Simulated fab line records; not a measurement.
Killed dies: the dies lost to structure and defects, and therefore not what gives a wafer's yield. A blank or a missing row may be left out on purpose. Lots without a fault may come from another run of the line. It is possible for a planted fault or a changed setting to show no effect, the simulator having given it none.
Which of the tools did it? / flow gf180mcu / Sampling: 14 lots, 42 wafers, 3 of 602 route steps

## WHAT THE GAUGES SHOWED, per wafer
GF_V5_CD_MEAS_14: the cd target is 260 nm.
lot=L224; measured=day 27 12:57; on=cdSem-01; cdNm (nm)=258.7 259.2 258.0
lot=L225; measured=day 27 16:24; on=cdSem-01; cdNm (nm)=258.3 258.5 259.5
lot=L226; measured=day 27 22:14; on=cdSem-02; cdNm (nm)=259.5 259.6 260.4
lot=L228; measured=day 28 11:25; on=cdSem-02; cdNm (nm)=261.1 261.5 261.9
lot=L233; measured=day 29 20:34; on=cdSem-01; cdNm (nm)=261.0 260.2 258.9
lot=L236; measured=day 30 23:45; on=cdSem-02; cdNm (nm)=259.6 260.2 258.8
lot=L237; measured=day 31 07:44; on=cdSem-02; cdNm (nm)=259.6 259.7 259.1
lot=L239; measured=day 31 17:00; on=cdSem-02; cdNm (nm)=260.4 261.2 261.9
lot=L240; measured=day 32 01:22; on=cdSem-02; cdNm (nm)=259.5 258.5 258.5
lot=L242; measured=day 32 13:32; on=cdSem-02; cdNm (nm)=260.1 259.5 260.8
lot=L243; measured=day 32 21:23; on=cdSem-02; cdNm (nm)=260.7 260.3 259.0
lot=L244; measured=day 33 03:28; on=cdSem-01; cdNm (nm)=260.0 260.9 261.2
lot=L246; measured=day 33 10:59; on=cdSem-02; cdNm (nm)=260.0 259.7 259.3
lot=L247; measured=day 33 16:57; on=cdSem-02; cdNm (nm)=260.6 261.5 261.0

## EACH LOT AND THE TOOL THAT RAN IT (in order: tool; ch and the chambers of the sampled wafers; start)
lot=L224; GF_SALICIDE_SPUTTER_02=pvdSputter-04, day 15 09:48; GF_MIM_SPUTTER_03=pvdSputter-02, day 24 19:31
lot=L225; GF_SALICIDE_SPUTTER_02=pvdSputter-04, day 15 15:21; GF_MIM_SPUTTER_03=pvdSputter-01, day 24 23:43
lot=L226; GF_SALICIDE_SPUTTER_02=pvdSputter-04, day 15 21:57; GF_MIM_SPUTTER_03=pvdSputter-03, day 25 06:52
lot=L228; GF_SALICIDE_SPUTTER_02=pvdSputter-01, day 16 12:10; GF_MIM_SPUTTER_03=pvdSputter-01, day 25 20:19
lot=L233; GF_SALICIDE_SPUTTER_02=pvdSputter-04, day 18 03:46; GF_MIM_SPUTTER_03=pvdSputter-01, day 27 07:40
lot=L236; GF_SALICIDE_SPUTTER_02=pvdSputter-02, day 19 14:28; GF_MIM_SPUTTER_03=pvdSputter-03, day 28 14:05
lot=L237; GF_SALICIDE_SPUTTER_02=pvdSputter-04, day 19 23:52; GF_MIM_SPUTTER_03=pvdSputter-03, day 28 21:13
lot=L239; GF_SALICIDE_SPUTTER_02=pvdSputter-02, day 20 15:25; GF_MIM_SPUTTER_03=pvdSputter-01, day 29 09:34
lot=L240; GF_SALICIDE_SPUTTER_02=pvdSputter-01, day 21 01:01; GF_MIM_SPUTTER_03=pvdSputter-02, day 29 17:46
lot=L242; GF_SALICIDE_SPUTTER_02=pvdSputter-01, day 21 19:55; GF_MIM_SPUTTER_03=pvdSputter-01, day 30 07:52
lot=L243; GF_SALICIDE_SPUTTER_02=pvdSputter-02, day 22 04:49; GF_MIM_SPUTTER_03=pvdSputter-03, day 30 15:32
lot=L244; GF_SALICIDE_SPUTTER_02=pvdSputter-02, day 22 13:04; GF_MIM_SPUTTER_03=pvdSputter-03, day 30 21:57
lot=L246; GF_SALICIDE_SPUTTER_02=pvdSputter-01, day 23 01:22; GF_MIM_SPUTTER_03=pvdSputter-03, day 31 06:54
lot=L247; GF_SALICIDE_SPUTTER_02=pvdSputter-04, day 23 12:43; GF_MIM_SPUTTER_03=pvdSputter-03, day 31 14:43
- GF_SALICIDE_SPUTTER_02: material Co, target thk 10 nm, time 20 s.
- GF_MIM_SPUTTER_03: material Ti, target thk 10 nm, time 6.7 s.

## WHAT THE TOOLS THEMSELVES READ (means of the sampled wafers that have a number; where no wafer has one, the mark that the record gives instead)
GF_SALICIDE_SPUTTER_02.
lot=L224; tool=pvdSputter-04; throttleValvePct (%)=30.1
lot=L225; tool=pvdSputter-04; throttleValvePct (%)=30.2
lot=L226; tool=pvdSputter-04; throttleValvePct (%)=30.5
lot=L228; tool=pvdSputter-01; throttleValvePct (%)=30.3
lot=L233; tool=pvdSputter-04; throttleValvePct (%)=30.3
lot=L236; tool=pvdSputter-02; throttleValvePct (%)=30.3
lot=L237; tool=pvdSputter-04; throttleValvePct (%)=29.6
lot=L239; tool=pvdSputter-02; throttleValvePct (%)=30.4
lot=L240; tool=pvdSputter-01; throttleValvePct (%)=30.5
lot=L242; tool=pvdSputter-01; throttleValvePct (%)=29.8
lot=L243; tool=pvdSputter-02; throttleValvePct (%)=30.8
lot=L244; tool=pvdSputter-02; throttleValvePct (%)=31.2
lot=L246; tool=pvdSputter-01; throttleValvePct (%)=29.9
lot=L247; tool=pvdSputter-04; throttleValvePct (%)=30.0

GF_MIM_SPUTTER_03.
lot=L224; tool=pvdSputter-02; throttleValvePct (%)=29.0
lot=L225; tool=pvdSputter-01; throttleValvePct (%)=29.1
lot=L226; tool=pvdSputter-03; throttleValvePct (%)=29.5
lot=L228; tool=pvdSputter-01; throttleValvePct (%)=30.2
lot=L233; tool=pvdSputter-01; throttleValvePct (%)=29.3
lot=L236; tool=pvdSputter-03; throttleValvePct (%)=30.0
lot=L237; tool=pvdSputter-03; throttleValvePct (%)=29.7
lot=L239; tool=pvdSputter-01; throttleValvePct (%)=29.4
lot=L240; tool=pvdSputter-02; throttleValvePct (%)=29.3
lot=L242; tool=pvdSputter-01; throttleValvePct (%)=29.9
lot=L243; tool=pvdSputter-03; throttleValvePct (%)=29.6
lot=L244; tool=pvdSputter-03; throttleValvePct (%)=30.3
lot=L246; tool=pvdSputter-03; throttleValvePct (%)=29.2
lot=L247; tool=pvdSputter-03; throttleValvePct (%)=29.7

## THE ANSWER, worked out from the rows above alone
Rule: what is usual is taken from the lots themselves. Put in order of their means at a reading, lots are off if they are a third of the lots or fewer, leave a main group of 4 or more, and stand apart from it by a gap of 3 or more times the standard deviation of the main group's means; of several such gaps the widest counts. A main group whose means are all the same, to the digits that the tables above print for the reading, isn't used. Also off: a lot with no number at a reading for which 4 or more lots have one. Any other lot the step has rows for is counted as sound. First the gauges in route order, then the tools' own readings, where a lot's mean is used as printed above. The first step at which some lot is off is used, and at that step the reading that is off furthest; a lot without a number counts as furthest.
No lot is off at any reading shown: from this, nothing can be told.

## WHAT THE SIMULATOR HAD PUT IN
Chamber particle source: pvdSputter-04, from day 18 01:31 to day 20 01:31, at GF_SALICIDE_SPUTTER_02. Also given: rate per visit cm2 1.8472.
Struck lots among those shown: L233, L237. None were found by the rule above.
